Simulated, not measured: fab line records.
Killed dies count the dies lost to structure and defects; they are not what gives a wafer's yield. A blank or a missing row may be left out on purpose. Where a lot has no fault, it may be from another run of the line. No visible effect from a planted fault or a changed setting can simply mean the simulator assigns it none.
fab line records	flow sky130	part 1 of 2: steps 1 to 27 of 36
record lots=5	wafers=15	last-day=50
route steps=708 shown SD_N@353 SD_P@359 RES_XHIGH@360 SALICIDE@361 LI_CONTACT@362 LOCAL_INTERCONNECT@387
lots with no fault: from the same line, run without faults
start-h: hours from the record's opening day to when the first of the lot's shown wafers began	wait-h: time in hours since the lot's previous step	" identical to the entry in the row above	L1.1+2: one row covering several wafers at once	- no value, or no start given	* or withheld: withheld	< > ~ a bound
route shown NAME@n: names a module that has steps shown in the file, with the first one's number in the route	usual: mean and standard deviation over wafers with no fault	same: alike in all rows	chamber/n: place in a boat	sites: each site's reading	_std_site: their standard deviation	_edge_site: outer sites' mean less inner sites'	radius-mm: how far each site lies from the wafer's centre	mask NAME#n: copy n	behind: the most recent tool/chamber to have shaped the wafer	hold: the reason the lot was held/the length of the hold in hours/how it ended	device: which transistor (n, p or np) failed to switch	end of line: the same wafers' tests at the end of the route	where a step has no rows: the recipe by itself	killed: the dies lost at the first sort to structure and to defects; this is not the yield of the wafer	map: per-die view of a wafer (x killed, . not killed, _ where there is no die)
set.NAME: the setting that was run; set.NAME@STEP: the one run at that earlier step	model.NAME: the simulator's own value behind a step, which no gauge read
lots at some steps of the route; a table a step, a row a wafer
services: from which hour (start-h, from the record's first day; less than 0 if before it) a tool's chamber was out of use, for how many hours, and why
## steps
# step SKY_SD_N_STRIP_11
# recipe chemistry=O2/N2	power-w=1400	pressure-mtorr=1500	platen-temp-c=withheld	o2-flow-sccm=3000	n2-flow-sccm=300	overash-fraction=0.5
# usual drypump-motor-current-A=5.6/0.53	n2-flow-sccm=300.1/0.94	oes-product-au=0.528/0.0047	strip-time-to-endpoint-s=22.56/0.039
lot.wafer	tool	chamber	start-h	wait-h	drypump-motor-current-A	n2-flow-sccm	oes-product-au	rf-hours-counter-h	strip-time-to-endpoint-s
L083.2	plasma-asher-01	0	729.89	0.1	5.3	298.8	0.518	105	22.54
L083.3	"	0	"	"	5.3	300.8	0.526	-	22.53
L083.4	"	1	"	"	6.0	300.2	0.530	-	22.53
L084.1	plasma-asher-03	1	733.77	0.1	6.1	300.2	0.523	92	22.58
L084.4	"	0	"	"	4.8	300.8	0.528	-	22.55
L084.5	"	1	"	"	6.1	301.6	0.522	-	22.56
L089.2	plasma-asher-03	1	769.38	0.1	6.1	299.9	0.527	95	22.59
L089.3	"	1	"	"	6.1	299.0	0.532	-	22.63
L089.4	"	0	"	"	4.8	298.7	0.523	-	22.64
L093.1	plasma-asher-04	0	798.48	0.1	6.2	300.1	0.532	67	22.58
L093.2	"	1	"	"	5.0	299.1	0.533	67	22.54
L093.6	"	0	"	"	6.2	298.7	0.525	-	22.60
L095.2	plasma-asher-04	1	811.67	0.1	5.0	300.0	0.528	68	22.54
L095.3	"	1	"	"	5.0	299.1	0.528	-	22.53
L095.6	"	0	"	"	6.2	299.9	0.529	-	22.55
# step SKY_SD_N_TW_MEAS_12
# usual SD_N_TW=3974/18
lot.wafer	tool	chamber	start-h	wait-h	SD_N_TW
L083.2	film-metro-04	-	730.00	0.1	3976
L083.3	"	-	"	"	3981
L083.4	"	-	"	"	3997
L084.1	film-metro-01	-	733.87	0.1	3954
L084.4	"	-	"	"	3968
L084.5	"	-	"	"	3981
L089.2	film-metro-02	-	769.49	0.1	3990
L089.3	"	-	"	"	3945
L089.4	"	-	"	"	3974
L093.1	film-metro-01	-	798.58	0.1	3980
L093.2	"	-	"	"	3975
L093.6	"	-	"	"	3971
L095.2	film-metro-02	-	811.78	0.1	3971
L095.3	"	-	"	"	3969
L095.6	"	-	"	"	3966
# step SKY_SD_N_CLEAN_13
# recipe chemistry=SC1/SC2	mix=1:4:20	temp-c=70	time-s=150	dry=n2-spin
# usual bath-heat-duty-pct=13.1/1.5
lot.wafer	tool	chamber	start-h	wait-h	bath-heat-duty-pct
L083.2	wet-bench-01	0	730.05	0.0	12.0
L083.3	"	0	"	"	11.5
L083.4	"	0	"	"	12.3
L084.1	wet-bench-01	3	733.93	0.1	15.4
L084.4	"	3	"	"	15.4
L084.5	"	3	"	"	14.0
L089.2	wet-bench-01	3	769.54	0.0	16.5
L089.3	"	3	"	"	13.9
L089.4	"	3	"	"	15.1
L093.1	wet-bench-01	2	798.64	0.1	13.3
L093.2	"	2	"	"	12.6
L093.6	"	2	"	"	11.9
L095.2	wet-bench-03	0	811.83	0.0	11.5
L095.3	"	0	"	"	11.6
L095.6	"	0	"	"	12.7
# step SKY_SD_N_RTA_14
# recipe temp-c=1075	time-s=2	idle-temp-c=650	ramp-up-c-per-s=150	ramp-down-c-per-s=90	ambient=N2
# usual lamp-power-pct=15.74/0.051	ramp-down-c-per-s=90.000/0.016	wafer_temp_C_max=1077.9/1.3
lot.wafer	tool	chamber	start-h	wait-h	lamp-power-pct	ramp-down-c-per-s	wafer_temp_C_max
L083.2	rtp-anneal-02	0	730.12	0.0	15.74	90.010	1077.1
L083.3	"	0	"	"	15.67	89.988	1077.7
L083.4	"	0	"	"	15.77	90.002	1075.2
L084.1	rtp-anneal-02	0	733.98	0.0	15.75	90.008	1079.1
L084.4	"	0	"	"	15.74	90.005	1078.4
L084.5	"	0	"	"	15.76	89.997	1077.1
L089.2	rtp-anneal-01	0	769.60	0.0	15.81	90.027	1079.7
L089.3	"	0	"	"	15.76	90.009	1077.2
L089.4	"	0	"	"	15.70	89.992	1077.7
L093.1	rtp-anneal-01	0	798.69	0.0	15.59	90.011	1076.8
L093.2	"	0	"	"	15.73	89.997	1080.1
L093.6	"	0	"	"	15.71	89.991	1078.8
L095.2	rtp-anneal-01	0	811.89	0.0	15.67	89.970	1077.7
L095.3	"	0	"	"	15.74	90.025	1077.9
L095.6	"	0	"	"	15.74	89.993	1079.3
# step SKY_SD_N_RS_MEAS_16
# recipe thk-meas-gauge=four-point-probe
# usual SD_N_RS=68.55/0.12
lot.wafer	tool	chamber	start-h	wait-h	SD_N_RS[ohm/sq]
L083.2	film-metro-02	-	730.30	0.1	68.43
L083.3	"	-	"	"	68.60
L083.4	"	-	"	"	68.47
L084.1	film-metro-04	-	734.16	0.1	68.57
L084.4	"	-	"	"	68.65
L084.5	"	-	"	"	68.63
L089.2	film-metro-02	-	769.78	0.1	68.35
L089.3	"	-	"	"	68.35
L089.4	"	-	"	"	68.53
L093.1	film-metro-01	-	798.86	0.1	68.68
L093.2	"	-	"	"	68.78
L093.6	"	-	"	"	68.57
L095.2	film-metro-04	-	812.07	0.1	68.61
L095.3	"	-	"	"	68.58
L095.6	"	-	"	"	68.56
# step SKY_SD_N_RS_MEAS_17
# recipe thk-meas-gauge=four-point-probe
# usual SD_P_RS=147.0/0.38
lot.wafer	tool	chamber	start-h	wait-h	SD_P_RS[ohm/sq]
L083.2	film-metro-02	-	730.42	0.1	147.0
L083.3	"	-	"	"	147.1
L083.4	"	-	"	"	146.9
L084.1	film-metro-04	-	734.28	0.1	147.0
L084.4	"	-	"	"	146.5
L084.5	"	-	"	"	146.8
L089.2	film-metro-02	-	769.90	0.1	146.2
L089.3	"	-	"	"	146.5
L089.4	"	-	"	"	146.9
L093.1	film-metro-01	-	798.98	0.1	147.1
L093.2	"	-	"	"	147.0
L093.6	"	-	"	"	146.9
L095.2	film-metro-04	-	812.19	0.1	146.9
L095.3	"	-	"	"	147.1
L095.6	"	-	"	"	147.0
# step SKY_SD_N_RS_MEAS_18
# recipe thk-meas-gauge=four-point-probe
# usual RES_XHIGH_RS=333.7/1.1
lot.wafer	tool	chamber	start-h	wait-h	RES_XHIGH_RS[ohm/sq]
L083.2	film-metro-02	-	730.54	0.1	333.3
L083.3	"	-	"	"	332.3
L083.4	"	-	"	"	333.1
L084.1	film-metro-04	-	734.40	0.1	335.2
L084.4	"	-	"	"	333.8
L084.5	"	-	"	"	334.7
L089.2	film-metro-02	-	770.02	0.1	334.0
L089.3	"	-	"	"	333.2
L089.4	"	-	"	"	332.6
L093.1	film-metro-01	-	799.10	0.1	334.3
L093.2	"	-	"	"	335.8
L093.6	"	-	"	"	334.3
L095.2	film-metro-04	-	812.31	0.1	333.7
L095.3	"	-	"	"	333.1
L095.6	"	-	"	"	333.5
# step SKY_SALICIDE_CLEAN_00
# recipe chemistry=HF-last	time-s=30	dilution=100:1	dry=ipa-marangoni
lot.wafer	tool	chamber	start-h	wait-h
L083.2+3+4	wet-bench-02	2	730.64	0.1
L084.1+4+5	wet-bench-04	1	734.52	0.1
L089.2+3+4	wet-bench-01	0	770.12	0.1
L093.1+2+6	wet-bench-04	0	799.22	0.1
L095.2+3+6	wet-bench-01	3	812.41	0.1
# step SKY_LI_CONTACT_HDPCVD_00
# recipe material=PSG	target-thk-nm=930	sigma-open-frac=0.3	time-s=155	temp-c=600	sih4-flow-sccm=60	pressure-mtorr=6
lot.wafer	tool	chamber	start-h	wait-h
L083.2+3+4	hdpcvd-01	1,0,0	730.66	0.0
L084.1+4+5	hdpcvd-02	2,1,2	734.53	0.0
L089.2+3+4	hdpcvd-02	0,1,1	770.14	0.0
L093.1+2+6	hdpcvd-01	2,1,2	799.24	0.0
L095.2+3+6	hdpcvd-01	2,0,0	812.43	0.0
# step SKY_LI_CONTACT_THK_MEAS_01
# recipe reads=PSG_of_LI_CONTACT_HDPCVD_00
# usual LI_CONTACT_HDPCVD_THK=930/11
lot.wafer	tool	chamber	start-h	wait-h	LI_CONTACT_HDPCVD_THK[nm]
L083.2	film-metro-04	-	730.77	0.1	930
L083.3	"	-	"	"	926
L083.4	"	-	"	"	934
L084.1	film-metro-01	-	734.63	0.1	916
L084.4	"	-	"	"	915
L084.5	"	-	"	"	934
L089.2	film-metro-02	-	770.25	0.1	929
L089.3	"	-	"	"	910
L089.4	"	-	"	"	921
L093.1	film-metro-02	-	799.34	0.1	943
L093.2	"	-	"	"	942
L093.6	"	-	"	"	934
L095.2	film-metro-01	-	812.54	0.1	946
L095.3	"	-	"	"	940
L095.6	"	-	"	"	946
# step SKY_LI_CONTACT_CMP_02
# recipe material=PSG	down-force-psi=4	platen-rpm=60	pad-velocity-m-s=0.94248
# usual motor-current-A=11.6/1.7	retaining-ring-pressure-frac=1.000/0.0052	time-to-endpoint-s=33.0/2.3
lot.wafer	tool	chamber	start-h	wait-h	motor-current-A	retaining-ring-pressure-frac	time-to-endpoint-s
L083.3	cmp-02	1	730.87	0.1	12.8	1.014	32.1
L083.4	"	2	"	"	13.0	1.004	33.2
L083.2	"	3	"	"	11.6	0.998	30.0
L084.1	cmp-01	2	734.69	0.1	8.5	0.993	33.5
L084.4	"	3	"	"	12.7	0.991	31.3
L084.5	"	3	"	"	12.4	0.993	33.0
L089.4	cmp-01	0	770.30	0.0	14.2	0.998	32.9
L089.2	"	1	"	"	10.2	1.002	33.9
L089.3	"	2	"	"	8.7	1.004	31.5
L093.2	cmp-01	3	799.45	0.1	12.6	1.006	32.4
L093.1	"	1	"	"	9.8	1.010	35.4
L093.6	"	3	"	"	12.1	0.999	32.8
L095.2	cmp-02	1	812.59	0.0	13.0	0.992	33.5
L095.3	"	0	"	"	10.8	0.997	30.1
L095.6	"	1	"	"	12.8	0.995	33.4
# step SKY_LI_CONTACT_BOW_MEAS_03
# recipe mode=bow
# usual LI_CONTACT_BOW=56/6.8
lot.wafer	tool	chamber	start-h	wait-h	LI_CONTACT_BOW[um]
L083.2	film-metro-04	-	731.14	0.1	54
L083.3	"	-	"	"	53
L083.4	"	-	"	"	54
L084.1	film-metro-01	-	734.99	0.2	58
L084.4	"	-	"	"	60
L084.5	"	-	"	"	47
L089.2	film-metro-02	-	770.62	0.2	59
L089.3	"	-	"	"	66
L089.4	"	-	"	"	59
L093.1	film-metro-01	-	799.70	0.1	48
L093.2	"	-	"	"	53
L093.6	"	-	"	"	50
L095.2	film-metro-04	-	812.91	0.3	55
L095.3	"	-	"	"	59
L095.6	"	-	"	"	65
# step SKY_LI_CONTACT_DEHYDRATE_04
# recipe temp-c=200	time-s=60
lot.wafer	tool	chamber	start-h	wait-h
L083.2+3+4	litho-track-02	0	743.79	12.6
L084.1+4+5	litho-track-04	0	748.64	13.6
L089.2+3+4	litho-track-03	0	783.20	12.6
L093.1+2+6	litho-track-03	0	812.48	12.8
L095.2+3+6	litho-track-02	0	825.74	12.8
# step SKY_LI_CONTACT_HMDS_05
# recipe prime-time-s=60	prime-temp-c=120
lot.wafer	tool	chamber	start-h	wait-h
L083.2+3+4	litho-track-02	0	743.94	0.1
L084.1+4+5	litho-track-04	0	748.79	0.1
L089.2+3+4	litho-track-03	0	783.35	0.1
L093.1+2+6	litho-track-03	0	812.63	0.1
L095.2+3+6	litho-track-02	0	825.89	0.1
# step SKY_LI_CONTACT_COAT_06
# recipe resist=BARC	temp-c=withheld	time-s=withheld	spin-rpm=3000	resist-thk-nm=60
lot.wafer	tool	chamber	start-h	wait-h
L083.2+3+4	litho-track-02	0	744.09	0.1
L084.1+4+5	litho-track-04	0	748.94	0.1
L089.2+3+4	litho-track-03	0	783.50	0.1
L093.1+2+6	litho-track-03	0	812.78	0.1
L095.2+3+6	litho-track-02	0	826.04	0.1
# step SKY_LI_CONTACT_COAT_07
# recipe resist=KrF-thick	spin-rpm=3000	resist-thk-nm=450
lot.wafer	tool	chamber	start-h	wait-h
L083.2+3+4	litho-track-02	0	-	-
L084.1+4+5	litho-track-04	0	-	-
L089.2+3+4	litho-track-03	0	-	-
L093.1+2+6	litho-track-03	0	-	-
L095.2+3+6	litho-track-02	0	-	-
# step SKY_LI_CONTACT_SOFTBAKE_08
# recipe temp-c=100	time-s=90	resist=KrF-thick
lot.wafer	tool	chamber	start-h	wait-h
L083.2+3+4	litho-track-02	0	-	-
L084.1+4+5	litho-track-04	0	-	-
L089.2+3+4	litho-track-03	0	-	-
L093.1+2+6	litho-track-03	0	-	-
L095.2+3+6	litho-track-02	0	-	-
# step SKY_LI_CONTACT_EXPOSE_09
# recipe mask-id=LICM1	na=0.8	source-shape=annular	sigma-inner=0.55	sigma-outer=0.85	target-cd-nm=170	dose-mj=38
# usual exposure-dose-mJ-cm2=37.95/0.035
lot.wafer	tool	chamber	start-h	wait-h	mask	exposure-dose-mJ-cm2
L083.2	krf-scanner-01	0	-	-	LICM1#0	37.93
L083.3	"	0	"	"	LICM1#0	37.86
L083.4	"	0	"	"	LICM1#0	37.96
L084.1	krf-scanner-01	0	-	-	LICM1#0	37.95
L084.4	"	0	"	"	LICM1#0	37.98
L084.5	"	0	"	"	LICM1#0	37.96
L089.2	krf-scanner-01	0	-	-	LICM1#0	37.94
L089.3	"	0	"	"	LICM1#0	37.94
L089.4	"	0	"	"	LICM1#0	37.92
L093.1	krf-scanner-01	0	-	-	LICM1#0	37.96
L093.2	"	0	"	"	LICM1#0	37.92
L093.6	"	0	"	"	LICM1#0	37.98
L095.2	krf-scanner-02	0	-	-	LICM1#0	37.96
L095.3	"	0	"	"	LICM1#0	37.92
L095.6	"	0	"	"	LICM1#0	37.91
# step SKY_LI_CONTACT_PEB_10
# recipe peb-temp-c=withheld	peb-time-s=withheld	resist=KrF-thick
lot.wafer	tool	chamber	start-h	wait-h
L083.2+3+4	litho-track-03	0	-	-
L084.1+4+5	litho-track-03	0	-	-
L089.2+3+4	litho-track-04	0	-	-
L093.1+2+6	litho-track-04	0	-	-
L095.2+3+6	litho-track-02	0	-	-
# step SKY_LI_CONTACT_DEVELOP_11
# recipe develop-time-s=60	resist=KrF-thick	dev-temp-c=21
lot.wafer	tool	chamber	start-h	wait-h
L083.2+3+4	litho-track-03	0	-	-
L084.1+4+5	litho-track-03	0	-	-
L089.2+3+4	litho-track-04	0	-	-
L093.1+2+6	litho-track-04	0	-	-
L095.2+3+6	litho-track-02	0	-	-
# step SKY_LI_CONTACT_CD_MEAS_12
# recipe target-cd-nm=170
# usual cd-nm=170.2/1.6
lot.wafer	tool	chamber	start-h	wait-h	cd-nm
L083.2	cd-sem-02	-	757.99	-	171.8
L083.3	"	-	"	"	173.4
L083.4	"	-	"	"	172.4
L084.1	cd-sem-01	-	762.22	-	171.2
L084.4	"	-	"	"	169.5
L084.5	"	-	"	"	170.0
L089.2	cd-sem-01	-	797.66	-	171.0
L089.3	"	-	"	"	171.6
L089.4	"	-	"	"	171.2
L093.1	cd-sem-02	-	826.46	-	170.1
L093.2	"	-	"	"	171.0
L093.6	"	-	"	"	170.1
L095.2	cd-sem-02	-	839.13	-	167.6
L095.3	"	-	"	"	168.6
L095.6	"	-	"	"	167.0
# step SKY_LI_CONTACT_OVL_MEAS_13
# usual LI_CONTACT_OVL=-2/4.4
lot.wafer	tool	chamber	start-h	wait-h	LI_CONTACT_OVL[nm]
L083.2	overlay-02	-	758.10	0.1	-7
L083.3	"	-	"	"	-8
L083.4	"	-	"	"	-3
L084.1	overlay-01	-	762.34	0.1	-2
L084.4	"	-	"	"	-5
L084.5	"	-	"	"	2
L089.2	overlay-02	-	797.77	0.1	6
L089.3	"	-	"	"	5
L089.4	"	-	"	"	2
L093.1	overlay-02	-	826.58	0.1	-1
L093.2	"	-	"	"	-5
L093.6	"	-	"	"	-4
L095.2	overlay-01	-	839.24	0.1	-4
L095.3	"	-	"	"	2
L095.6	"	-	"	"	-4
# step SKY_LI_CONTACT_ETCH_14
# recipe chemistry=N2/H2	target=BARC	ion-energy-ev=200	source-w=500	bias-w=100	pressure-mtorr=30	n2-flow-sccm=100	h2-flow-sccm=200	stop-on=SiO2	time-s=45.9	target-depth-a=600
# usual bias-w=100.04/0.28	drypump-motor-current-A=5.7/0.45	n2-flow-sccm=100.0/0.32	oes-product-au=0.855/0.0046	throttle-valve-pct=13.224/0.0091
lot.wafer	tool	chamber	start-h	wait-h	bias-w	drypump-motor-current-A	n2-flow-sccm	oes-product-au	rf-hours-counter-h	throttle-valve-pct
L083.2	rie-diel-01	3	758.13	0.0	100.24	5.6	99.9	0.852	5	13.225
L083.3	"	2	"	"	99.61	6.0	100.1	0.857	10	13.227
L083.4	"	1	"	"	99.96	5.8	100.5	0.855	13	13.235
L084.1	rie-diel-02	3	762.38	0.0	99.91	6.6	100.4	0.855	40	13.230
L084.4	"	2	"	"	100.35	6.0	100.3	0.854	5	13.213
L084.5	"	0	"	"	100.00	5.4	100.6	0.863	-	13.233
L089.2	rie-diel-02	2	797.80	0.0	99.79	6.0	100.6	0.849	6	13.214
L089.3	"	3	"	"	100.42	6.6	100.2	0.853	0	13.216
L089.4	"	1	"	"	99.62	5.5	100.1	0.852	6	13.237
L093.1	rie-diel-01	2	826.61	0.0	99.94	6.0	100.3	0.856	12	13.230
L093.2	"	1	"	"	99.78	5.8	99.9	0.847	15	13.248
L093.6	"	2	"	"	100.00	6.0	100.1	0.852	-	13.235
L095.2	rie-diel-02	0	839.27	0.0	99.90	5.5	100.1	0.846	11	13.219
L095.3	"	1	"	"	100.27	5.5	99.8	0.848	8	13.224
L095.6	"	0	"	"	100.13	5.4	100.4	0.856	-	13.215
# step SKY_LI_CONTACT_ETCH_15
# recipe target=PSG	chemistry=C4F8/O2/Ar	stop-on=Si	taper-deg=4.15	mask-material=KrF-thick	source-w=1500	bias-w=1200	pressure-mtorr=40	c4f8-flow-sccm=withheld	O2_flow_sccm=6	Ar_flow_sccm=300	time-s=withheld	target-depth-a=6000
# usual bias-w=1200/3.3	oes-product-au=0.837/0.0045
lot.wafer	tool	chamber	start-h	wait-h	bias-w	oes-product-au
L083.2	rie-diel-01	3	758.17	0.0	1202	0.836
L083.3	"	2	"	"	1197	0.841
L083.4	"	1	"	"	1196	0.839
L084.1	rie-diel-02	3	762.42	0.0	1200	0.838
L084.4	"	2	"	"	1195	0.838
L084.5	"	0	"	"	1198	0.835
L089.2	rie-diel-02	2	797.84	0.0	1194	0.835
L089.3	"	3	"	"	1203	0.831
L089.4	"	1	"	"	1201	0.834
L093.1	rie-diel-01	2	826.66	0.0	1199	0.840
L093.2	"	1	"	"	1198	0.845
L093.6	"	2	"	"	1198	0.840
L095.2	rie-diel-02	0	839.31	0.0	1198	0.837
L095.3	"	1	"	"	1202	0.835
L095.6	"	0	"	"	1198	0.834
# step SKY_LI_CONTACT_STRIP_16
# recipe chemistry=O2/N2	power-w=1400	pressure-mtorr=1500	platen-temp-c=withheld	o2-flow-sccm=3000	n2-flow-sccm=300	overash-fraction=0.5
# usual drypump-motor-current-A=5.7/0.44	n2-flow-sccm=300.2/0.96	oes-product-au=0.375/0.0042	strip-time-to-endpoint-s=3.490/0.022
lot.wafer	tool	chamber	start-h	wait-h	drypump-motor-current-A	n2-flow-sccm	oes-product-au	rf-hours-counter-h	strip-time-to-endpoint-s
L083.2	plasma-asher-01	0	758.26	-	5.3	300.1	0.370	2	3.479
L083.3	"	0	"	"	5.3	299.3	0.379	-	3.469
L083.4	"	1	"	"	5.9	299.8	0.382	-	3.520
L084.1	plasma-asher-01	0	762.51	-	5.3	301.6	0.373	2	3.527
L084.4	"	1	"	"	5.9	299.5	0.380	-	3.491
L084.5	"	1	"	"	6.0	299.2	0.382	-	3.474
L089.2	plasma-asher-04	0	797.93	-	6.2	300.4	0.372	67	3.501
L089.3	"	1	"	"	5.0	299.4	0.374	-	3.551
L089.4	"	0	"	"	6.2	301.3	0.371	-	3.508
L093.1	plasma-asher-04	0	826.74	-	6.3	300.7	0.381	70	3.479
L093.2	"	1	"	"	5.0	301.7	0.369	70	3.487
L093.6	"	0	"	"	6.2	299.9	0.379	-	3.481
L095.2	plasma-asher-04	1	839.40	-	5.0	299.5	0.372	71	3.511
L095.3	"	1	"	"	5.0	300.4	0.374	-	3.521
L095.6	"	0	"	"	6.2	300.8	0.383	-	3.531
# step SKY_LI_CONTACT_CLEAN_17
# recipe chemistry=NMP	time-s=600	temp-c=60	dry=n2-spin
# usual bath-heat-duty-pct=9.8/1.1
lot.wafer	tool	chamber	start-h	wait-h	bath-heat-duty-pct
L083.2	wet-bench-04	0	758.36	0.1	10.0
L083.3	"	0	"	"	9.5
L083.4	"	0	"	"	9.0
L084.1	wet-bench-03	1	762.61	0.1	8.6
L084.4	"	1	"	"	9.7
L084.5	"	1	"	"	9.3
L089.2	wet-bench-01	0	798.03	0.1	9.7
L089.3	"	0	"	"	8.7
L089.4	"	0	"	"	8.9
L093.1	wet-bench-01	2	826.84	0.1	8.5
L093.2	"	2	"	"	9.4
L093.6	"	2	"	"	9.2
L095.2	wet-bench-01	0	839.50	0.1	9.6
L095.3	"	0	"	"	9.0
L095.6	"	0	"	"	9.3
# step SKY_LI_CONTACT_PRE_CLEAN_18
# recipe gas=Ar	time-s=5.6	bias-v=358
lot.wafer	tool	chamber	start-h	wait-h
L083.2+3+4	pvd-sputter-02	-	758.53	0.0
L084.1+4+5	pvd-sputter-03	-	762.80	0.0
L089.2+3+4	pvd-sputter-02	-	798.20	0.0
L093.1+2+6	pvd-sputter-02	-	827.02	0.0
L095.2+3+6	pvd-sputter-03	-	839.67	0.0
